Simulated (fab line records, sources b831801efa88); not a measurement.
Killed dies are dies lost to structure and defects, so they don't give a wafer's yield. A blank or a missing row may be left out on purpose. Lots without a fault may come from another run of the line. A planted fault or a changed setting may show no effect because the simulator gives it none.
Which tool did it? | flow sky130 | 6 lots, 18 wafers sampled, at 3 steps of a route of 708

WHAT THE GAUGES READ, wafer by wafer
SKY_SD_N_RS_MEAS_17: measures by four-point-probe.
lot  | measured     | on            | SD_P_RS (ohm/sq)
L384 | day 29 15:16 | film_metro-03 | 146.8 147.3 146.6
L385 | day 30 13:11 | film_metro-01 | 147.6 147.3 147.3
L388 | day 31 01:33 | film_metro-01 | 147.3 147.3 147.0
L390 | day 31 20:11 | film_metro-03 | 146.7 147.2 146.9
L394 | day 32 19:13 | film_metro-03 | 147.1 147.1 146.9
L401 | day 34 22:59 | film_metro-03 | 147.2 147.6 147.4

WHICH TOOL RAN EACH LOT (tool, then ch and the chambers of the sampled wafers, then the start)
lot  | SKY_POLY_CUT_STRIP_12                | SKY_SD_N_RTA_14
L384 | plasma_asher-03 ch 0,1, day 26 00:03 | rtp_anneal-01 ch 0, day 29 14:56
L385 | plasma_asher-03 ch 0,1, day 26 21:23 | rtp_anneal-01 ch 0, day 30 12:53
L388 | plasma_asher-01 ch 0,1, day 27 10:51 | rtp_anneal-01 ch 0, day 31 01:16
L390 | plasma_asher-01 ch 0,1, day 28 05:41 | rtp_anneal-01 ch 0, day 31 19:53
L394 | plasma_asher-04 ch 0,1, day 29 06:35 | rtp_anneal-01 ch 0, day 32 18:55
L401 | plasma_asher-04 ch 0,1, day 31 15:01 | rtp_anneal-01 ch 0, day 34 22:39
- SKY_POLY_CUT_STRIP_12: strips in O2/N2.
- SKY_SD_N_RTA_14: time 2 s.

THE ANSWER, worked out from the rows above alone
Rule: what is usual is taken from the lots themselves. Put in order of their means at a reading, lots are off if they are a third of the lots or fewer, leave a main group of 4 or more, and stand apart from it by a gap of 3 or more times the standard deviation of the main group's means; of several such gaps the widest counts. A main group whose means are all the same, to the digits that the tables above print for the reading, isn't used. A lot without any number at a reading at which 4 lots or more have one is off too. The other lots that the step has rows for count as sound.
No lot is off at any reading shown: from this, nothing can be told.

WHAT THE SIMULATOR HAD PUT IN
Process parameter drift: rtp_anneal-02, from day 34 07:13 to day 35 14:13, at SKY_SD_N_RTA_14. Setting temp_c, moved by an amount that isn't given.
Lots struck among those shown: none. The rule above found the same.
